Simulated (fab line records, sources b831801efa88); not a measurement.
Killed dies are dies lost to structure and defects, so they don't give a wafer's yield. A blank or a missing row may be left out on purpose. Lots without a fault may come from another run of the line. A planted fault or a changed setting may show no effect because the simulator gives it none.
One fault seen from 2 desks | flow sky130 | each desk has only its own numbers; what lay behind them comes last

THE METROLOGY DESK
What the gauges read, lot by lot, whatever tool the lot ran on: means of the sampled wafers that have a number. A lot is out of limits, marked OUT, if its mean lies more than 4 standard deviations from the usual mean; the brackets give that distance.
Columns: A = FIELD_ISO_CVD_03_THK at SKY_FIELD_ISO_THK_MEAS_04, usual 166.4 nm
lot  | first seen here | A
L190 | day 1 13:48     | 167.1
L192 | day 1 23:46     | 165.6
L194 | day 2 10:04     | 162.9
L195 | day 2 14:52     | 166.4
L197 | day 3 01:51     | 166.2
L198 | day 3 06:02     | 165.9
L199 | day 3 10:29     | 164.5
L208 | day 5 08:14     | 167.6
L209 | day 5 12:38     | 164.4
L210 | day 5 17:32     | 168.4
L211 | day 5 23:14     | 166.3
L213 | day 6 10:00     | 167.1
This desk's finding: nothing out of limits on any of the 12 lots.

THE TOOL OWNER'S DESK: implanter-01
The tool's own readings at SKY_LDD_N_IMPLANT_10: means of the sampled wafers that have a number, for each lot that ran on this tool. A lot is out of limits, marked OUT, if its mean lies more than 4 standard deviations from the usual mean; the brackets give that distance.
Columns: A = dose_ions_cm2 at SKY_LDD_N_IMPLANT_10, usual 7.5e+13; B = faraday_current_uA at SKY_LDD_N_IMPLANT_10, usual 423
lot  | first seen here | A                         | B
L192 | day 18 11:41    | 7.5e+13                   | 421
L194 | day 19 06:53    | 7.5e+13                   | 426
L197 | day 20 12:25    | 5.5e+13 (-99 or more) OUT | 312 (-13) OUT
L198 | day 20 16:07    | 5.5e+13 (-99 or more) OUT | 313 (-13) OUT
L199 | day 21 01:43    | 5.5e+13 (-99 or more) OUT | 310 (-14) OUT
L211 | day 25 04:40    | 7.5e+13                   | 421
This desk's finding: out of limits on L197, L198, L199; first on L197, day 20 12:25 (dose_ions_cm2 at SKY_LDD_N_IMPLANT_10). In limits: L192, L194, L211.

PUT TOGETHER
The tool owner's desk could have raised an alarm at day 20 12:25, on L197, L198, L199.
The metrology desk saw nothing out of limits.
The metrology desk has L197, L198, L199 on record, within its limits.
Of the lots named, all ran SKY_LDD_N_IMPLANT_10 on implanter-01.

WHAT THE SIMULATOR HAD PUT IN
Process parameter drift: implanter-01, from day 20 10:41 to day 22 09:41, at SKY_LDD_N_IMPLANT_10. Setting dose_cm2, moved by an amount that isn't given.
Lots struck among those shown: L197, L198, L199.
Hours from the fault's start to each desk's first reading out of limits: the tool owner's desk, 2.
